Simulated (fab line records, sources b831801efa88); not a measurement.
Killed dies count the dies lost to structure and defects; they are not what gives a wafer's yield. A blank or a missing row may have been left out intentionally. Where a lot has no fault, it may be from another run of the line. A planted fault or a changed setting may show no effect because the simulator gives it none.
The tool behind it: which one? ; flow sky130 ; 11 lots, 33 wafers sampled, at 1 step of a route of 708

== WHAT THE GAUGES SHOWED, per wafer ==
SKY_VIA3_OVL_MEAS_13.
lot;measured;on;VIA3_OVL (nm)
L147;day 41 03:16;overlay-02;8 2 6
L148;day 41 05:40;overlay-01;-5 -1 -3
L151;day 42 00:17;overlay-01;-3 -5 -6
L156;day 43 10:11;overlay-01;-4 -7 -4
L157;day 43 15:28;overlay-02;-5 -14 -4
L160;day 44 12:17;overlay-01;-7 -5 -8
L163;day 45 01:28;overlay-02;4 3 -5
L164;day 45 04:33;overlay-02;2 -8 2
L165;day 45 14:41;overlay-02;-2 -2 -5
L167;day 45 22:12;overlay-02;-1 -5 -10
L169;day 46 04:41;overlay-01;4 5 2

== WHICH TOOL RAN EACH LOT (tool, then ch and the chambers of the sampled wafers, then the start) ==
There is no process step in the record ahead of these readings.

== THE ANSWER, worked out from the rows above alone ==
Rule: the usual values come from the lots themselves. The widest of any qualifying gaps counts: lots, ordered by their means at a reading, are off when they make up no more than a third of the lots, leave a main group of 4 or more, and stand apart from it by 3 or more times the standard deviation of that group's means. A main group is skipped when, at the precision printed for the reading in the tables above, its means are all equal. A lot without any number at a reading at which 4 lots or more have one is off too. Any other lot the step has rows for is counted as sound.
Nothing can be told from this: no lot is off at any reading shown.

== WHAT HAD BEEN PUT IN BY THE SIMULATOR ==
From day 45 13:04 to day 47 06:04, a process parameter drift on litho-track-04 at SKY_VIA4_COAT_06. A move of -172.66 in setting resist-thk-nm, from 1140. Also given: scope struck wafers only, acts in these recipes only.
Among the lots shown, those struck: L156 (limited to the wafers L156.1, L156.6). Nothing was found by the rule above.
